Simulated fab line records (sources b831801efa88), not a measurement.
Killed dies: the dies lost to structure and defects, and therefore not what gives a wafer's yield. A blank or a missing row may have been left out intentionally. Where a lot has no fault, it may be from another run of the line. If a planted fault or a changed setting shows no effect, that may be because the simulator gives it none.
8D (eight disciplines) problem report, filled in by code	flow sky130	the parts of the form that need people (team, actions taken, sign-off) are left out

1. WHAT WENT WRONG
Mean of strip time to endpoint s at SKY_NWELL_STRIP_14: 22.51 s across 4 wafers in 3 lots; on wafers with no fault it is 36.96 s (standard deviation 0.12). That is -99 or more standard deviations from the usual mean.
The step: strips in O2/N2.
Seen first at day 6 00:16 on plasma asher-03, wafer L603.5. The record has a number at this step for 38 wafers belonging to 13 lots. Rule for "out" (also "out of limits"): further than 4 standard deviations from the usual mean. The other wafers with a number count as sound.

2. WHAT THIS IS AND IS NOT
question	is	is not
which readings at this step	strip time to endpoint s	drypump motor current A
which lots	L603, L604, L605	L597, L598, L610, L611, L614, L615, L617, L618, L619, L620
which wafers of those lots	L603.5, L604.5, L605.1, L605.5	L603.3, L604.3, L604.4, L605.2
read on which tools	plasma asher-01, plasma asher-03	plasma asher-02
when	from day 6 00:16	up to then (7 sound wafers); but 27 sound wafers of L604, L605, L610, L611, L614, L615, L617, L618, L619, L620 came after

3. WHAT RULES OUT EACH SUSPECT
Counting: any tool at a process step up to the reading remains a suspect provided it ran every lot that is out. Sound lots after the first of them don't rule it out here, since some wafers of a struck lot are sound.
- litho track-04 at SKY_NWELL_COAT_05 (resist thk 3000 nm): kept. Every lot that is out went through it, the first being L603 (day 5 14:42); the last sound lot it ran before that was L597 (day 4 03:18).
After counting, what remains is litho track-04 at SKY_NWELL_COAT_05.

4. THE CAUSE (what the simulator had put in)
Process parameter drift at SKY_NWELL_COAT_05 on litho track-04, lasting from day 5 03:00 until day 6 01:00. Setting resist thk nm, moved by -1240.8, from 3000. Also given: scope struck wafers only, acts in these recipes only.
This tool alone remained once counting was done.

5. SEQUENCE OF EFFECTS, ordered by route
Rows list readings where the struck wafers' mean (over those with a number) sits beyond 3 standard deviations from the usual. Only readings whose record carries a usual standard deviation are examined. hours: median over the lots of the time between each lot's start at the first step of this table that gives one and its start at this step. sigmas: the change, counted in usual standard deviations.
hours	step	reading	usual	on struck wafers	change	sigmas
0	SKY_NWELL_STRIP_14	strip time to endpoint s	36.96 s	22.51	-14.45	-99 or more
The process steps in it:
- SKY_NWELL_STRIP_14: strips in O2/N2.
At these later measuring or inspecting steps, every struck wafer for which the step has a row has a number for every such reading, and none has moved that far: SKY_VT_ADJUST_HVTP_CD_MEAS_07, SKY_SONOS_ONO_THK_MEAS_01, SKY_GATE_OXIDE_THK_MEAS_02.

6. HOW IT WOULD HAVE BEEN CAUGHT EARLIER
21 hours passed between the start of the fault at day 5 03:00 and the first reading out of limits in this record, taken at day 6 00:16.
Of the tool readings at SKY_NWELL_COAT_05 for which the record gives a usual standard deviation, none was out on any struck wafer, so an alarm limit of 4 standard deviations on them would not have fired.
Lots out: 3; of these, L605 started SKY_NWELL_COAT_05 on litho track-04 after day 6 00:16. A hold on the tool at that time would have spared it.
